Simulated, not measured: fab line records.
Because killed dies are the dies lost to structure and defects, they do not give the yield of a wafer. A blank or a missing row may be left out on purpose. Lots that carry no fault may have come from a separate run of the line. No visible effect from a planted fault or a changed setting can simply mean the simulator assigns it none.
fab line records	flow sky130
[record] lots = 24	wafers = 72	lastDay = 50
route steps=708 shown LOCAL_INTERCONNECT@387 CONTACT@416 VIA1@460 CAPM@538 VIA3@586
lots that met no fault: from a run of the same line without faults
startH: start of the lot's first displayed wafer, in hours after the record's first day	waitH: hours elapsed since this lot's preceding step	" as in the row above	L1.1+2: one row covering several wafers at once	- either no value or no given start	* or withheld: withheld	< > ~ a bound
route shown NAME@n: a module of which the file shows steps, and the number in the route of the first	usual: mean/standard deviation of fault-free wafers	same: alike in all rows	chamber/n: place in a boat	sites: each site's reading	_std_site: standard deviation of those values	_edge_site: outer sites' mean less inner sites'	radiusMm: for every site, how far away it sits from the centre of the wafer	mask NAME#n: copy n	behind: the last tool/chamber to shape the wafer	hold: why the lot was held/for how many hours/how that ended	device: whichever transistor did not switch (one of n, p or np)	end of line: tests of these same wafers at the route's end	a step given without rows: its recipe and nothing more	killed: at the first sort, the dies lost to defects and structure; wafer yield is something else	map: dies across one wafer; x = killed, . = not, _ = none there
set.NAME: the setting the step ran with; set.NAME@STEP: the setting that earlier step ran with	model.NAME: the simulator's own value behind a step, which no gauge read
the route's steps for a sample of lots (tables are steps, rows are wafers)
services: when a tool's chamber went out of use (startH, in hours from the record's first day, below 0 if earlier), for how many hours, and the reason
[[steps]]
[step SKY_LOCAL_INTERCONNECT_SPUTTER_00]
[recipe] material = TiN	targetThkNm = 100	tempC = 300	powerW = 6500	timeS = 83.3	chamberPressurePa = 0.4
[usual] substrateTempC = 299.95/0.21	throttleValvePct = 30.5/0.81
lot.wafer	tool	chamber	startH	waitH	substrateTempC	throttleValvePct
L074.1	pvdSputter-01	-	674.50	0.2	299.94	31.2
L074.3	"	-	"	"	299.98	28.9
L074.4	"	-	"	"	300.25	31.6
L075.1	pvdSputter-01	-	678.50	0.1	299.87	31.7
L075.4	"	-	"	"	299.98	31.2
L075.6	"	-	"	"	299.77	28.7
L076.1	pvdSputter-04	-	685.18	0.1	299.94	30.2
L076.3	"	-	"	"	299.85	31.3
L076.6	"	-	"	"	300.15	30.9
L077.1	pvdSputter-04	-	702.47	0.2	300.11	29.9
L077.5	"	-	"	"	300.08	30.5
L077.6	"	-	"	"	299.76	31.2
L078.2	pvdSputter-03	-	702.68	0.2	299.77	30.0
L078.3	"	-	"	"	299.73	30.4
L078.4	"	-	"	"	300.46	30.6
L079.2	pvdSputter-01	-	719.65	0.2	299.92	28.6
L079.3	"	-	"	"	299.74	31.1
L079.5	"	-	"	"	300.05	31.9
L080.2	pvdSputter-01	-	733.14	0.2	300.60	31.0
L080.4	"	-	"	"	299.86	31.6
L080.5	"	-	"	"	299.57	31.5
L081.1	pvdSputter-03	-	737.79	0.1	299.83	30.6
L081.3	"	-	"	"	299.70	29.7
L081.6	"	-	"	"	300.22	30.5
L082.1	pvdSputter-04	-	746.02	0.2	299.71	29.9
L082.4	"	-	"	"	299.81	31.3
L082.5	"	-	"	"	299.82	29.9
L084.1	pvdSputter-03	-	757.67	0.2	299.98	30.6
L084.4	"	-	"	"	299.77	29.8
L084.5	"	-	"	"	299.83	30.5
L083.3	pvdSputter-01	-	757.68	0.1	300.01	31.6
L083.4	"	-	"	"	300.08	31.1
L083.5	"	-	"	"	300.15	30.5
L085.1	pvdSputter-01	-	767.07	0.1	300.40	28.5
L085.4	"	-	"	"	299.68	30.3
L085.6	"	-	"	"	299.90	31.5
L086.1	pvdSputter-03	-	772.97	0.2	299.90	30.5
L086.4	"	-	"	"	300.20	29.6
L086.5	"	-	"	"	300.03	30.0
L087.2	pvdSputter-04	-	787.57	0.2	299.89	31.2
L087.4	"	-	"	"	299.78	31.1
L087.6	"	-	"	"	300.10	31.2
L088.3	pvdSputter-03	-	790.60	0.1	299.88	29.8
L088.4	"	-	"	"	299.91	30.6
L088.6	"	-	"	"	300.16	29.8
L089.1	pvdSputter-04	-	808.97	0.1	300.28	31.1
L089.3	"	-	"	"	299.93	31.0
L089.5	"	-	"	"	300.12	31.1
L090.3	pvdSputter-04	-	811.34	0.1	300.25	30.5
L090.5	"	-	"	"	300.09	30.5
L090.6	"	-	"	"	299.75	31.3
L091.3	pvdSputter-03	-	817.07	0.2	300.13	30.0
L091.5	"	-	"	"	299.80	29.8
L091.6	"	-	"	"	300.04	29.5
L092.2	pvdSputter-01	-	821.92	0.2	300.03	31.0
L092.3	"	-	"	"	299.52	28.6
L092.6	"	-	"	"	300.02	30.9
L093.1	pvdSputter-04	-	832.32	0.2	300.05	31.1
L093.4	"	-	"	"	300.11	30.0
L093.5	"	-	"	"	299.89	30.7
L095.2	pvdSputter-01	-	837.12	0.2	299.74	30.9
L095.4	"	-	"	"	300.17	29.9
L095.5	"	-	"	"	300.05	31.5
L094.1	pvdSputter-04	-	842.17	0.1	299.93	30.4
L094.3	"	-	"	"	299.85	29.8
L094.4	"	-	"	"	300.07	31.0
L096.1	pvdSputter-04	-	845.04	0.2	299.72	30.6
L096.2	"	-	"	"	300.11	31.2
L096.4	"	-	"	"	299.90	31.2
L097.1	pvdSputter-04	-	865.52	0.2	299.87	31.1
L097.2	"	-	"	"	299.81	29.9
L097.3	"	-	"	"	299.96	31.3
[step SKY_CONTACT_SOFTBAKE_10]
[recipe] tempC = 100	timeS = 91.97	resist = KrF-thick
[usual] exhaustPa = 44.8/0.88	plateSensorTCentreC = 100.88/0.011	plateSensorTEdgeC = 100.95/0.011
lot.wafer	tool	chamber	startH	waitH	exhaustPa	plateSensorTCentreC	plateSensorTEdgeC
L074.1	lithoTrack-03	0	-	-	44.5	100.85	100.95
L074.3	"	0	"	"	43.9	100.87	100.95
L074.4	"	0	"	"	44.5	100.87	100.95
L075.1	lithoTrack-01	0	-	-	44.0	100.89	100.94
L075.4	"	0	"	"	44.9	100.86	100.94
L075.6	"	0	"	"	43.9	100.89	100.94
L076.1	lithoTrack-04	0	-	-	43.9	100.88	100.93
L076.3	"	0	"	"	45.5	100.88	100.97
L076.6	"	0	"	"	43.5	100.88	100.96
L077.1	lithoTrack-04	0	-	-	45.9	100.89	100.93
L077.5	"	0	"	"	45.6	100.88	100.95
L077.6	"	0	"	"	47.7	100.89	100.95
L078.2	lithoTrack-01	0	-	-	44.2	100.88	100.97
L078.3	"	0	"	"	44.0	100.87	100.97
L078.4	"	0	"	"	45.1	100.89	100.97
L079.2	lithoTrack-04	0	-	-	45.8	100.86	100.97
L079.3	"	0	"	"	45.4	100.88	100.95
L079.5	"	0	"	"	45.8	100.89	100.95
L080.2	lithoTrack-03	0	-	-	45.3	100.88	100.95
L080.4	"	0	"	"	45.3	100.87	100.97
L080.5	"	0	"	"	45.0	100.88	100.94
L081.1	lithoTrack-01	0	-	-	46.5	100.87	100.97
L081.3	"	0	"	"	45.6	100.89	100.96
L081.6	"	0	"	"	46.2	100.88	100.95
L082.1	lithoTrack-03	0	-	-	44.2	100.87	100.96
L082.4	"	0	"	"	44.3	100.89	100.95
L082.5	"	0	"	"	44.3	100.87	100.93
L084.1	lithoTrack-03	0	-	-	45.2	100.87	100.94
L084.4	"	0	"	"	47.1	100.87	100.96
L084.5	"	0	"	"	46.0	100.90	100.95
L083.3	lithoTrack-01	0	-	-	45.9	100.87	100.97
L083.4	"	0	"	"	43.8	100.89	100.95
L083.5	"	0	"	"	44.2	100.88	100.94
L085.1	lithoTrack-03	0	-	-	43.9	100.88	100.97
L085.4	"	0	"	"	44.6	100.89	100.96
L085.6	"	0	"	"	45.1	100.87	100.94
L086.1	lithoTrack-01	0	-	-	43.8	100.88	100.96
L086.4	"	0	"	"	45.0	100.89	100.96
L086.5	"	0	"	"	45.1	100.90	100.94
L087.2	lithoTrack-04	0	-	-	44.5	100.88	100.96
L087.4	"	0	"	"	44.3	100.88	100.96
L087.6	"	0	"	"	44.2	100.88	100.96
L088.3	lithoTrack-03	0	-	-	44.8	100.86	100.96
L088.4	"	0	"	"	46.1	100.87	100.96
L088.6	"	0	"	"	45.8	100.89	100.94
L089.1	lithoTrack-03	0	-	-	44.8	100.87	100.95
L089.3	"	0	"	"	44.4	100.89	100.96
L089.5	"	0	"	"	44.7	100.87	100.96
L090.3	lithoTrack-03	0	-	-	44.0	100.89	100.96
L090.5	"	0	"	"	43.8	100.88	100.95
L090.6	"	0	"	"	45.1	100.87	100.96
L091.3	lithoTrack-03	0	-	-	43.1	100.88	100.95
L091.5	"	0	"	"	44.8	100.89	100.96
L091.6	"	0	"	"	44.9	100.88	100.95
L092.2	lithoTrack-01	0	-	-	45.9	100.88	100.97
L092.3	"	0	"	"	43.9	100.89	100.94
L092.6	"	0	"	"	45.7	100.89	100.97
L093.1	lithoTrack-04	0	-	-	46.0	100.88	100.96
L093.4	"	0	"	"	44.7	100.88	100.94
L093.5	"	0	"	"	44.3	100.90	100.96
L095.2	lithoTrack-04	0	-	-	43.6	100.88	100.98
L095.4	"	0	"	"	43.9	100.89	100.96
L095.5	"	0	"	"	43.4	100.88	100.96
L094.1	lithoTrack-04	0	-	-	44.8	100.87	100.96
L094.3	"	0	"	"	46.0	100.86	100.94
L094.4	"	0	"	"	45.9	100.89	100.97
L096.1	lithoTrack-01	0	-	-	44.2	100.88	100.95
L096.2	"	0	"	"	44.4	100.89	100.94
L096.4	"	0	"	"	44.2	100.86	100.94
L097.1	lithoTrack-04	0	-	-	45.4	100.89	100.94
L097.2	"	0	"	"	45.8	100.90	100.95
L097.3	"	0	"	"	46.4	100.88	100.95
[step SKY_VIA1_CMP_02]
[recipe] material = SiO2	downForcePsi = 4	platenRpm = 60	padVelocityMS = 0.94248
[usual] motorCurrentA = 11.4/0.92
lot.wafer	tool	chamber	startH	waitH	motorCurrentA
L074.1	cmp-02	0	762.10	0.1	11.3
L074.3	"	2	"	"	12.1
L074.4	"	3	"	"	12.0
L075.1	cmp-01	0	765.62	0.1	11.4
L075.4	"	1	"	"	9.7
L075.6	"	1	"	"	9.7
L076.1	cmp-02	1	771.22	0.1	11.7
L076.3	"	3	"	"	11.4
L076.6	"	2	"	"	12.0
L077.1	cmp-02	0	788.15	0.1	10.5
L077.5	"	2	"	"	12.1
L077.6	"	3	"	"	12.1
L078.4	cmp-02	3	788.99	0.0	12.4
L078.2	"	0	"	"	10.4
L078.3	"	2	"	"	12.3
L079.2	cmp-02	0	805.97	0.0	10.2
L079.3	"	3	"	"	11.8
L079.5	"	1	"	"	12.1
L080.2	cmp-01	0	819.50	0.0	10.9
L080.4	"	1	"	"	10.0
L080.5	"	1	"	"	10.0
L081.3	cmp-02	3	822.92	0.1	11.7
L081.1	"	1	"	"	12.1
L081.6	"	2	"	"	12.8
L082.1	cmp-02	2	831.49	0.1	12.4
L082.4	"	1	"	"	11.8
L082.5	"	2	"	"	11.6
L084.1	cmp-02	2	842.41	0.1	12.4
L084.4	"	1	"	"	12.0
L084.5	"	2	"	"	11.8
L083.3	cmp-02	3	843.55	0.0	11.9
L083.4	"	0	"	"	10.6
L083.5	"	3	"	"	12.1
L085.1	cmp-01	1	851.75	0.1	9.2
L085.4	"	2	"	"	12.4
L085.6	"	1	"	"	9.3
L086.1	cmp-01	1	855.75	0.1	9.5
L086.4	"	2	"	"	13.0
L086.5	"	1	"	"	9.5
L087.2	cmp-01	0	871.45	0.1	10.6
L087.4	"	2	"	"	12.9
L087.6	"	0	"	"	10.6
L088.4	cmp-02	2	875.18	0.2	11.9
L088.3	"	3	"	"	11.9
L088.6	"	2	"	"	11.6
L089.1	cmp-01	3	891.29	0.1	10.6
L089.3	"	1	"	"	9.4
L089.5	"	0	"	"	10.9
L090.3	cmp-01	0	895.76	0.1	10.9
L090.6	"	3	"	"	11.2
L090.5	"	0	"	"	10.5
L091.3	cmp-01	1	899.86	0.1	9.3
L091.5	"	3	"	"	11.5
L091.6	"	0	"	"	10.8
L092.2	cmp-01	1	903.32	0.0	9.6
L092.3	"	3	"	"	11.0
L092.6	"	1	"	"	9.2
L093.1	cmp-02	2	913.99	0.1	11.9
L093.4	"	3	"	"	11.8
L093.5	"	1	"	"	12.3
L095.4	cmp-02	3	916.96	0.1	11.8
L095.2	"	0	"	"	11.2
L095.5	"	2	"	"	11.5
L094.4	cmp-02	1	922.64	0.0	12.3
L094.3	"	2	"	"	12.1
L094.1	"	0	"	"	11.0
L096.4	cmp-02	2	926.19	0.1	11.7
L096.1	"	3	"	"	11.6
L096.2	"	1	"	"	12.1
L097.2	cmp-01	2	945.44	0.1	13.1
L097.1	"	3	"	"	11.9
L097.3	"	0	"	"	11.1
[step SKY_CAPM_THK_MEAS_01]
[recipe] reads = SiO2_of_CAPM_CVD_00
[usual] CAPM_CVD_00_THK = 15.47/0.23
lot.wafer	tool	chamber	startH	waitH	CAPM_CVD_00_THK[nm]
L074.1	filmMetro-03	-	848.34	-	15.39
L074.3	"	-	"	"	15.73
L074.4	"	-	"	"	15.90
L075.1	filmMetro-03	-	850.98	-	15.42
L075.4	"	-	"	"	15.62
L075.6	"	-	"	"	15.73
L076.1	filmMetro-03	-	856.28	-	15.13
L076.3	"	-	"	"	15.47
L076.6	"	-	"	"	15.46
L077.1	filmMetro-04	-	873.83	-	15.11
L077.5	"	-	"	"	15.50
L077.6	"	-	"	"	15.61
L078.2	filmMetro-03	-	874.46	-	15.67
L078.3	"	-	"	"	15.34
L078.4	"	-	"	"	15.58
L079.2	filmMetro-03	-	889.66	-	15.24
L079.3	"	-	"	"	15.61
L079.5	"	-	"	"	15.49
L080.2	filmMetro-04	-	902.26	-	15.61
L080.4	"	-	"	"	15.61
L080.5	"	-	"	"	15.59
L081.1	filmMetro-04	-	904.56	-	15.66
L081.3	"	-	"	"	15.32
L081.6	"	-	"	"	15.87
L082.1	filmMetro-04	-	912.95	-	15.19
L082.4	"	-	"	"	15.51
L082.5	"	-	"	"	15.66
L083.3	filmMetro-04	-	924.28	-	15.02
L083.4	"	-	"	"	15.85
L083.5	"	-	"	"	15.40
L084.1	filmMetro-03	-	924.75	-	15.52
L084.4	"	-	"	"	16.14
L084.5	"	-	"	"	15.44
L085.1	filmMetro-03	-	933.91	-	15.19
L085.4	"	-	"	"	15.82
L085.6	"	-	"	"	15.44
L086.1	filmMetro-03	-	935.88	-	15.21
L086.4	"	-	"	"	15.43
L086.5	"	-	"	"	15.55
L087.2	filmMetro-04	-	951.42	-	15.20
L087.4	"	-	"	"	15.53
L087.6	"	-	"	"	15.35
L088.3	filmMetro-02	-	954.75	-	15.89
L088.4	"	-	"	"	16.00
L088.6	"	-	"	"	15.66
L089.1	filmMetro-03	-	969.91	-	14.97
L089.3	"	-	"	"	15.22
L089.5	"	-	"	"	15.33
L090.3	filmMetro-04	-	975.75	-	15.44
L090.5	"	-	"	"	15.58
L090.6	"	-	"	"	15.52
L091.3	filmMetro-04	-	979.31	-	15.45
L091.5	"	-	"	"	15.89
L091.6	"	-	"	"	15.50
L092.2	filmMetro-04	-	982.11	-	15.33
L092.3	"	-	"	"	15.33
L092.6	"	-	"	"	15.68
L093.1	filmMetro-04	-	990.35	-	15.25
L093.4	"	-	"	"	15.38
L093.5	"	-	"	"	15.82
L095.2	filmMetro-03	-	993.74	-	15.30
L095.4	"	-	"	"	15.45
L095.5	"	-	"	"	15.64
L094.1	filmMetro-02	-	999.99	-	15.28
L094.3	"	-	"	"	15.49
L094.4	"	-	"	"	15.69
L096.1	filmMetro-03	-	1004.23	-	15.52
L096.2	"	-	"	"	15.02
L096.4	"	-	"	"	15.21
L097.1	filmMetro-04	-	1021.46	-	14.96
L097.2	"	-	"	"	15.16
L097.3	"	-	"	"	15.16
[step SKY_CAPM_STRIP_14]
[recipe] chemistry = O2/N2	powerW = 1400	pressureMtorr = 1500	platenTempC = withheld	o2FlowSccm = 3000	n2FlowSccm = 300	overashFraction = 0.5
[usual] drypumpMotorCurrentA = 6.0/0.44	oesProductAu = 0.710/0.0047	stripTimeToEndpointS = 12.40/0.04
lot.wafer	tool	chamber	startH	waitH	drypumpMotorCurrentA	oesProductAu	rfHoursCounterH	stripTimeToEndpointS
L074.1	plasmaAsher-01	0	874.36	0.1	6.7	0.711	78	12.40
L074.3	"	1	"	"	5.9	0.705	-	12.37
L074.4	"	0	"	"	6.7	0.709	-	12.39
L075.1	plasmaAsher-04	1	876.31	0.1	6.3	0.710	104	12.42
L075.4	"	1	"	"	6.3	0.718	-	12.40
L075.6	"	0	"	"	5.4	0.706	-	12.38
L076.1	plasmaAsher-01	0	881.59	0.1	6.7	0.712	79	12.36
L076.3	"	1	"	"	5.9	0.709	-	12.34
L076.6	"	1	"	"	5.9	0.706	-	12.37
L077.1	plasmaAsher-01	0	899.46	0.1	6.7	0.706	81	12.45
L077.5	"	1	"	"	5.9	0.712	-	12.40
L077.6	"	0	"	"	6.7	0.699	-	12.36
L078.2	plasmaAsher-04	1	900.08	0.1	6.3	0.711	107	12.39
L078.3	"	1	"	"	6.3	0.713	-	12.38
L078.4	"	0	"	"	5.4	0.712	-	12.46
L079.2	plasmaAsher-02	1	914.96	0.1	5.7	0.716	47	12.45
L079.3	"	1	"	"	5.6	0.707	-	12.41
L079.5	"	1	"	"	5.6	0.718	-	12.42
L080.2	plasmaAsher-02	0	927.61	0.1	6.1	0.715	48	12.46
L080.4	"	0	"	"	6.1	0.707	-	12.48
L080.5	"	1	"	"	5.6	0.699	-	12.43
L081.1	plasmaAsher-02	0	929.53	0.1	6.1	0.714	48	12.45
L081.3	"	1	"	"	5.7	0.709	-	12.42
L081.6	"	1	"	"	5.6	0.712	-	12.40
L082.1	plasmaAsher-04	0	937.31	0.1	5.5	0.706	111	12.40
L082.4	"	0	"	"	5.4	0.714	-	12.43
L082.5	"	0	"	"	5.4	0.710	-	12.37
L083.3	plasmaAsher-04	0	949.10	0.1	5.4	0.714	-	12.37
L083.4	"	1	"	"	6.4	0.718	-	12.39
L083.5	"	1	"	"	6.3	0.715	-	12.43
L084.1	plasmaAsher-01	1	949.33	0.1	5.9	0.712	85	12.47
L084.4	"	0	"	"	6.7	0.710	-	12.37
L084.5	"	0	"	"	6.7	0.723	-	12.47
L085.1	plasmaAsher-04	1	958.86	0.1	6.3	0.711	113	12.45
L085.4	"	0	"	"	5.4	0.706	-	12.40
L085.6	"	1	"	"	6.3	0.713	-	12.45
L086.1	plasmaAsher-01	0	959.46	0.1	6.7	0.713	87	12.44
L086.4	"	0	"	"	6.7	0.715	-	12.45
L086.5	"	0	"	"	6.7	0.713	-	12.40
L087.2	plasmaAsher-01	1	978.88	0.1	5.9	0.708	89	12.41
L087.4	"	1	"	"	5.9	0.713	-	12.36
L087.6	"	1	"	"	5.9	0.710	-	12.29
L088.3	plasmaAsher-02	1	978.99	0.1	5.7	0.710	-	12.40
L088.4	"	0	"	"	6.0	0.713	-	12.39
L088.6	"	1	"	"	5.6	0.712	-	12.41
L089.1	plasmaAsher-04	0	993.01	0.1	5.4	0.706	116	12.39
L089.3	"	0	"	"	5.4	0.700	-	12.44
L089.5	"	1	"	"	6.3	0.709	-	12.41
L090.3	plasmaAsher-01	1	999.40	0.1	5.9	0.711	-	12.38
L090.5	"	0	"	"	6.7	0.720	-	12.36
L090.6	"	1	"	"	5.9	0.707	-	12.42
L091.3	plasmaAsher-04	1	1003.01	0.1	6.4	0.702	-	12.43
L091.5	"	1	"	"	6.4	0.714	-	12.38
L091.6	"	0	"	"	5.4	0.711	-	12.38
L092.2	plasmaAsher-04	0	1005.48	0.1	5.4	0.710	117	12.37
L092.3	"	0	"	"	5.4	0.712	-	12.35
L092.6	"	1	"	"	6.4	0.707	-	12.39
L093.1	plasmaAsher-04	1	1013.81	0.1	6.3	0.706	118	12.39
L093.4	"	0	"	"	5.5	0.706	-	12.38
L093.5	"	1	"	"	6.3	0.714	-	12.43
L095.2	plasmaAsher-02	1	1016.76	0.1	5.6	0.717	57	12.37
L095.4	"	0	"	"	6.1	0.712	-	12.38
L095.5	"	0	"	"	6.1	0.709	-	12.41
L094.1	plasmaAsher-04	0	1022.26	0.1	5.4	0.718	119	12.43
L094.3	"	0	"	"	5.4	0.708	-	12.44
L094.4	"	1	"	"	6.4	0.712	-	12.41
L096.1	plasmaAsher-04	0	1027.51	0.1	5.5	0.714	119	12.37
L096.2	"	1	"	"	6.4	0.713	119	12.41
L096.4	"	1	"	"	6.3	0.711	-	12.37
L097.1	plasmaAsher-02	0	1043.63	0.1	6.0	0.709	60	12.41
L097.2	"	1	"	"	5.7	0.707	60	12.51
L097.3	"	0	"	"	6.1	0.712	-	12.41
[step SKY_VIA3_OVL_MEAS_13]
[usual] VIA3_OVL = -2/5.8
lot.wafer	tool	chamber	startH	waitH	VIA3_OVL[nm]
L074.1	overlay-01	-	927.23	0.1	-8
L074.3	"	-	"	"	-3
L074.4	"	-	"	"	-4
L075.1	overlay-02	-	928.52	0.1	-7
L075.4	"	-	"	"	-8
L075.6	"	-	"	"	-9
L076.1	overlay-01	-	933.38	0.1	0
L076.3	"	-	"	"	4
L076.6	"	-	"	"	-5
L077.1	overlay-01	-	951.57	0.1	-7
L077.5	"	-	"	"	-8
L077.6	"	-	"	"	-10
L078.2	overlay-01	-	951.97	0.1	-3
L078.3	"	-	"	"	-2
L078.4	"	-	"	"	2
L079.2	overlay-02	-	965.52	0.1	-8
L079.3	"	-	"	"	-5
L079.5	"	-	"	"	-9
L080.2	overlay-02	-	978.77	0.1	6
L080.4	"	-	"	"	7
L080.5	"	-	"	"	0
L081.1	overlay-01	-	980.18	0.1	-9
L081.3	"	-	"	"	-4
L081.6	"	-	"	"	-1
L082.1	overlay-01	-	986.87	0.1	-5
L082.4	"	-	"	"	-3
L082.5	"	-	"	"	2
L083.3	overlay-02	-	999.38	0.1	6
L083.4	"	-	"	"	-1
L083.5	"	-	"	"	4
L084.1	overlay-01	-	1000.02	0.1	0
L084.4	"	-	"	"	-3
L084.5	"	-	"	"	-2
L085.1	overlay-01	-	1007.92	0.1	-3
L085.4	"	-	"	"	1
L085.6	"	-	"	"	1
L086.1	overlay-02	-	1008.62	0.1	-3
L086.4	"	-	"	"	10
L086.5	"	-	"	"	3
L087.2	overlay-02	-	1028.02	0.1	2
L087.4	"	-	"	"	4
L087.6	"	-	"	"	3
L088.3	overlay-01	-	1028.38	0.1	-1
L088.4	"	-	"	"	-1
L088.6	"	-	"	"	-7
L089.1	overlay-02	-	1040.03	0.1	-2
L089.3	"	-	"	"	0
L089.5	"	-	"	"	-1
L090.3	overlay-01	-	1046.73	0.1	12
L090.5	"	-	"	"	11
L090.6	"	-	"	"	14
L091.3	overlay-01	-	1050.68	0.1	-7
L091.5	"	-	"	"	-11
L091.6	"	-	"	"	1
L092.2	overlay-01	-	1053.42	0.1	-4
L092.3	"	-	"	"	-2
L092.6	"	-	"	"	-11
L093.1	overlay-02	-	1060.27	0.1	-15
L093.4	"	-	"	"	-8
L093.5	"	-	"	"	-5
L095.2	overlay-01	-	1062.44	0.1	-4
L095.4	"	-	"	"	-6
L095.5	"	-	"	"	-4
L094.1	overlay-01	-	1068.47	0.1	7
L094.3	"	-	"	"	4
L094.4	"	-	"	"	5
L096.1	overlay-01	-	1072.14	0.1	0
L096.2	"	-	"	"	-1
L096.4	"	-	"	"	5
L097.1	overlay-02	-	1088.07	0.1	3
L097.2	"	-	"	"	1
L097.3	"	-	"	"	3
[[services]]
tool	chamber	startH	hours	kind
cmp-02	-	657.45	2.8	pm
plasmaAsher-01	-	722.43	4.6	repair
pvdSputter-04	-	727.52	9.9	repair
cmp-02	-	728.25	11.5	repair
cmp-01	-	740.62	1.4	repair
cmp-02	-	744.28	4.0	pm
cmp-01	-	782.77	6.5	pm
cmp-02	-	825.01	0.3	repair
cmp-01	-	828.08	0.4	repair
cmp-01	-	840.32	3.9	repair
cmp-02	-	858.69	2.2	repair
pvdSputter-04	-	904.86	0.8	repair
cmp-02	-	908.55	2.2	repair
cmp-02	-	920.52	1.4	repair
cmp-01	-	922.82	4.0	pm
pvdSputter-01	-	944.39	1.8	repair
pvdSputter-04	-	959.22	0.5	repair
cmp-02	-	964.89	2.0	repair
cmp-02	-	973.13	1.3	repair
plasmaAsher-04	-	991.64	1.3	repair
pvdSputter-01	-	1023.38	7.0	repair
cmp-02	-	1023.69	7.2	pm
pvdSputter-01	-	1030.49	4.5	repair
cmp-02	-	1030.87	4.6	pm
[[key]]
fault none
